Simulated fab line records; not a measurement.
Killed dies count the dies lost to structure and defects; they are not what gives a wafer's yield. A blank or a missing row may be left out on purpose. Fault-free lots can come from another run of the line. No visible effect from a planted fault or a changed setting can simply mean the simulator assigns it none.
Commonality check across tools	flow sky130	29 wafers sampled across 11 lots

WHY THIS WAS OPENED
At SKY_PASSIVATION_THK_MEAS_03 the reading PASSIVATION_CVD_02_THK is flagged on 2 of 11 lots. Fault-free wafers read 539 nm, with a standard deviation of 7.2.
Rule: a lot gets a flag if all its wafers with a number sit over 4 standard deviations from that mean, or if no wafer of it has a number. The rest of the lots are taken to be sound.

lot	measured	on	PASSIVATION_CVD_02_THK (nm), wafer by wafer	flag
L726	day 44 12:03	film-metro-02	540 536 542	
L730	day 46 12:39	film-metro-02	533 535 541	
L733	day 47 03:14	film-metro-02	531 534 544	
L734	day 47 04:50	film-metro-03	542 534 562	
L736	day 47 05:20	film-metro-02	535 547 548	
L735	day 47 07:48	film-metro-02	472	FLAGGED
L740	day 48 04:49	film-metro-02	533 541 540	
L739	day 48 09:08	film-metro-03	478	FLAGGED
L741	day 48 17:17	film-metro-02	532 527 542	
L744	day 49 00:53	film-metro-03	539 527 536	
L748	day 49 20:58	film-metro-03	541 545 539	
On average the flagged lots' numbers are 475 nm, which is -64 nm against the usual, or -9 standard deviations.

LOT BY LOT: THE TOOL USED
4 process steps preceding the reading are held in the record, out of 708 steps in the route. Every cell lists first the tool, next ch and the chambers used by the sampled wafers, and last the start.
lot	flag	SKY_VIA4_CMP_02	SKY_METAL5_SPUTTER_04	SKY_METAL5_DESCUM_14	SKY_PASSIVATION_CVD_02
L726		cmp-02 ch 1,2, day 42 11:28	pvd-sputter-03, day 43 12:53	rie-metal-04 ch 0,1, day 44 10:53	pecvd-02 ch 0,1,2, day 44 11:50
L730		cmp-01 ch 0,1,3, day 44 15:50	pvd-sputter-03, day 45 15:31	rie-metal-02 ch 1, day 46 11:08	pecvd-02 ch 0,2, day 46 12:25
L733		cmp-01 ch 2,3, day 45 05:28	pvd-sputter-04, day 46 05:26	rie-metal-04 ch 0,1, day 47 01:38	pecvd-04 ch 1,2, day 47 03:01
L734		cmp-01 ch 0,1,2, day 45 09:38	pvd-sputter-02, day 46 07:32	rie-metal-02 ch 0,1, day 47 03:29	pecvd-03 ch 1,2, day 47 04:31
L736		cmp-01 ch 0,1,3, day 45 10:14	pvd-sputter-04, day 46 08:08	rie-metal-04 ch 0,1, day 47 04:02	pecvd-02 ch 0,2, day 47 05:06
L735	FLAGGED	cmp-01 ch 2, day 45 12:29	pvd-sputter-04, day 46 10:43	rie-metal-04 ch 0, day 47 06:11	pecvd-02 ch 2, day 47 07:34
L740		cmp-01 ch 0,1,3, day 46 08:01	pvd-sputter-03, day 47 09:46	rie-metal-03 ch 0,1, day 48 03:38	pecvd-03 ch 0,1,2, day 48 04:35
L739	FLAGGED	cmp-01 ch 0, day 46 14:13	pvd-sputter-02, day 47 11:35	rie-metal-03 ch 1, day 48 07:57	pecvd-02 ch 2, day 48 08:59
L741		cmp-01 ch 0,2, day 46 23:15	pvd-sputter-02, day 47 20:20	rie-metal-02 ch 0,1, day 48 16:08	pecvd-04 ch 0,1,2, day 48 17:04
L744		cmp-01 ch 0,2,3, day 47 06:33	pvd-sputter-02, day 48 04:19	rie-metal-04 ch 0,1, day 48 23:43	pecvd-04 ch 0,1,2, day 49 00:40
L748		cmp-01 ch 1,2,3, day 48 04:50	pvd-sputter-02, day 49 02:47	rie-metal-04 ch 0,1, day 49 19:47	pecvd-04 ch 0,1,2, day 49 20:50
These steps, and what they do:
- SKY_VIA4_CMP_02: polishes SiO2.
- SKY_METAL5_SPUTTER_04: material TiN, target thk 70 nm, time 58.3 s.
- SKY_METAL5_DESCUM_14: chemistry O2, time 11 s.
- SKY_PASSIVATION_CVD_02: deposits Si3N4, target thk 540 nm.
- SKY_PASSIVATION_THK_MEAS_03

FLAGGED AGAINST TOTAL, ONE TOOL AT A TIME (gauges that did the reading follow at the end)
step	tool	lots run	flagged	share of the flagged lots	sound lots run after its first flagged lot
SKY_VIA4_CMP_02	cmp-01	10	2	all	4 (L740,L741,L744,L748)
SKY_VIA4_CMP_02	cmp-02	1	0	none	-
SKY_METAL5_SPUTTER_04	pvd-sputter-02	5	1	some	3 (L741,L744,L748)
SKY_METAL5_SPUTTER_04	pvd-sputter-03	3	0	none	-
SKY_METAL5_SPUTTER_04	pvd-sputter-04	3	1	some	0
SKY_METAL5_DESCUM_14	rie-metal-02	3	0	none	-
SKY_METAL5_DESCUM_14	rie-metal-03	2	1	some	0
SKY_METAL5_DESCUM_14	rie-metal-04	6	1	some	2 (L744,L748)
SKY_PASSIVATION_CVD_02	pecvd-02	5	2	all	0
SKY_PASSIVATION_CVD_02	pecvd-03	2	0	none	-
SKY_PASSIVATION_CVD_02	pecvd-04	4	0	none	-
SKY_PASSIVATION_THK_MEAS_03	film-metro-02	7	1	some	2 (L740,L741)
SKY_PASSIVATION_THK_MEAS_03	film-metro-03	4	1	some	2 (L744,L748)

WHAT IS ALLOWED BY THE TABLE
Every flagged lot went through 2 rows of the table: cmp-01 at SKY_VIA4_CMP_02 and pecvd-02 at SKY_PASSIVATION_CVD_02.
- cmp-01 at SKY_VIA4_CMP_02: 2 of its 10 lots flagged. Sound lots ran on it after the first flagged one (L740, L741, L744, L748), which a lasting fault on the whole tool wouldn't allow.
- pecvd-02 at SKY_PASSIVATION_CVD_02: 2 of its 5 lots flagged. Its last sound lot is L736 (day 47 05:06), its first flagged lot L735 (day 47 07:34): a fault that began between those two fits.
What remains is a single tool, pecvd-02 at SKY_PASSIVATION_CVD_02.

WHAT THE SIMULATOR HAD INSERTED
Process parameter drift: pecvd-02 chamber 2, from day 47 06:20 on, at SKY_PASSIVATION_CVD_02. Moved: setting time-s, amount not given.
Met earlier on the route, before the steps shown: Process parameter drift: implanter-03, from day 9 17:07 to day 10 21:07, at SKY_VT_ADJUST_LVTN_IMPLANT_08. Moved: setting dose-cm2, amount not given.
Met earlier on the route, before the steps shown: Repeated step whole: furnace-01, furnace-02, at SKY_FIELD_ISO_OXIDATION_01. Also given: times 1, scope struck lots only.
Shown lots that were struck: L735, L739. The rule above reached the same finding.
